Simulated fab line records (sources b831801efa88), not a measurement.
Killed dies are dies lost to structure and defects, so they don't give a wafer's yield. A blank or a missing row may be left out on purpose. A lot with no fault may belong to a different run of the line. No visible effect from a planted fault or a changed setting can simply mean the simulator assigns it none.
Which of the tools did it? / flow sky130 / route of 708 steps, sampled at 1 step: 12 lots, 36 wafers

WHAT THE GAUGES READ, wafer by wafer
SKY_VIA1_THK_MEAS_01.
lot=L075; measured=day 34 03:01; on=film-metro-01; VIA1_HDPCVD_THK (nm)=1032 1030 1034
lot=L077; measured=day 34 19:47; on=film-metro-01; VIA1_HDPCVD_THK (nm)=1018 1018 1023
lot=L079; measured=day 35 04:46; on=film-metro-01; VIA1_HDPCVD_THK (nm)=1030 1029 1026
lot=L081; measured=day 36 03:44; on=film-metro-01; VIA1_HDPCVD_THK (nm)=1022 1012 1026
lot=L083; measured=day 36 18:04; on=film-metro-03; VIA1_HDPCVD_THK (nm)=1032 1029 1018
lot=L085; measured=day 37 08:25; on=film-metro-01; VIA1_HDPCVD_THK (nm)=1027 1025 1038
lot=L087; measured=day 37 18:52; on=film-metro-03; VIA1_HDPCVD_THK (nm)=1020 1027 1024
lot=L089; measured=day 38 12:50; on=film-metro-01; VIA1_HDPCVD_THK (nm)=1016 1013 1012
lot=L091; measured=day 39 05:53; on=film-metro-04; VIA1_HDPCVD_THK (nm)=1026 1021 1020
lot=L093; measured=day 39 12:56; on=film-metro-04; VIA1_HDPCVD_THK (nm)=1025 1037 1040
lot=L095; measured=day 40 07:03; on=film-metro-03; VIA1_HDPCVD_THK (nm)=1029 1043 1033
lot=L097; measured=day 40 12:04; on=film-metro-04; VIA1_HDPCVD_THK (nm)=1023 1035 1031

TOOL THAT RAN EACH LOT (tool first, then ch and the chambers of the sampled wafers, then the start)
Before these readings, the record contains no process step.

THE ANSWER, worked out from the rows above alone
Rule: what is usual is taken from the lots themselves. Put in order of their means at a reading, lots are off if they are a third of the lots or fewer, leave a main group of 4 or more, and stand apart from it by a gap of 3 or more times the standard deviation of the main group's means; of several such gaps the widest counts. A main group is skipped when, at the precision printed for the reading in the tables above, its means are all equal. A lot without any number at a reading at which 4 lots or more have one is off too. The other lots that the step has rows for count as sound.
Nothing can be told from this: no lot is off at any reading shown.

WHAT HAD BEEN PUT IN BY THE SIMULATOR
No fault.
